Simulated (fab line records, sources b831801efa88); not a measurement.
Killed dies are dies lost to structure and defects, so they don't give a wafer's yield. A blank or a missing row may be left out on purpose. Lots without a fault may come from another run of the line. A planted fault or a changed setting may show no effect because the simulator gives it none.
A struck lot beside a sound one | flow gf180mcu | 17 steps out of a route of 602
Sound: wafers L513.2, L513.3, L513.5. Struck: wafer L517.5. (L517.4 of the same lot was not struck and is left out.) The cause comes at the end.
At each step with rows: each side's tool, then ch and its chambers, then its first start. Under that, the readings that differ: sound wafers | struck wafers | difference of the means | sigmas: that difference in standard deviations of wafers without a fault.
alike: readings whose means differ by less than 2 such deviations, and words and numbers that are the same on both sides. not compared: withheld readings, readings that some wafer has no value for, bounds like >300 that may hide the same value, and numbers for which the record gives no deviation and whose values overlap.
The two part at a step that has a row with sigmas, a row that says differs or no value, or rows on one side only. Numbers that don't overlap but have no deviation are shown without sigmas and don't part them. A reading that every wafer of one side lacks parts them only if that side has two wafers or more.

GF_STI_BOW_MEAS_00:
  sound on film_metro-02, day 1 20:01; struck on film_metro-03, day 2 16:04
  alike: INCOMING_BOW
then, 1 step without rows for these wafers: GF_STI_OXIDATION_01 (stabilise 600 s, purge 300 s, target thk 10 nm).
GF_STI_THK_MEAS_02:
  sound on film_metro-02, day 1 21:31; struck on film_metro-03, day 2 17:32
  alike: STI_OXIDATION_THK
then, 1 step without rows for these wafers: GF_STI_CVD_03 (deposits Si3N4 from DCS/NH3, target thk 207.16 nm, time 3551 s).
GF_STI_THK_MEAS_04:
  sound on film_metro-04, day 1 23:34; struck on film_metro-04, day 2 21:05
  alike: STI_CVD_03_THK
then, 5 steps without rows for these wafers: GF_STI_DEHYDRATE_05 (time 60 s); GF_STI_HMDS_06 (prime time 60 s); GF_STI_COAT_07 (resist thk 700 nm); GF_STI_SOFTBAKE_08 (time 60 s); GF_STI_EXPOSE_09 (exposes mask COMP, target cd 220 nm).
GF_STI_PEB_10: peb time 90 s.
  sound on litho_track-03 ch 0, day 2 10:45; struck on litho_track-03 ch 0, day 3 09:04
then, 1 step without rows for these wafers: GF_STI_DEVELOP_11 (develop time 60 s).
GF_STI_CD_MEAS_12: target cd 220 nm.
  sound on cd_sem-01, day 2 11:05; struck on cd_sem-02, day 3 09:23
  reading    | sound             | struck | difference | sigmas
  cd_nm (nm) | 219.0 220.2 219.2 | 213.8  | -5.7       | -5
GF_STI_ETCH_13: etches the open film in CHF3/O2, stops on Si, target depth 282.31 nm, time 112.9 s.
  sound on rie_diel-04 ch 0,3, day 2 11:11; struck on rie_diel-01 ch 2, day 3 09:28
  reading              | sound             | struck | difference | sigmas
  model.STI.cd_nm (nm) | 219.2 219.6 219.2 | 214    | -5         |
  alike: drypump_motor_current_A, oes_product_au, throttle_valve_pct
  not compared: rf_hours_counter_h
GF_STI_ETCH_14: etches Si in HBr/Cl2/O2, target depth 360 nm, time 102.9 s.
  sound on rie_si-02 ch 1,2,3, day 2 11:16; struck on rie_si-02 ch 2, day 3 09:31
  alike: drypump_motor_current_A, oes_product_au, throttle_valve_pct
  not compared: rf_hours_counter_h, model.STI.cd_nm
GF_STI_STRIP_15: strips in O2/N2.
  sound on plasma_asher-02 ch 0,1, day 2 11:20; struck on plasma_asher-02 ch 0, day 3 09:37
  alike: drypump_motor_current_A, heater_power_w, oes_product_au, strip_time_to_endpoint_s
  not compared: rf_hours_counter_h
then, 1 step without rows for these wafers: GF_PASSIVATION_PROBE_99.

WHERE THEY PART
Only at GF_STI_CD_MEAS_12, within this record. Later steps at which nothing parts them and some readings are alike: GF_STI_ETCH_13, GF_STI_ETCH_14, GF_STI_STRIP_15.

WHY: what the simulator had put in
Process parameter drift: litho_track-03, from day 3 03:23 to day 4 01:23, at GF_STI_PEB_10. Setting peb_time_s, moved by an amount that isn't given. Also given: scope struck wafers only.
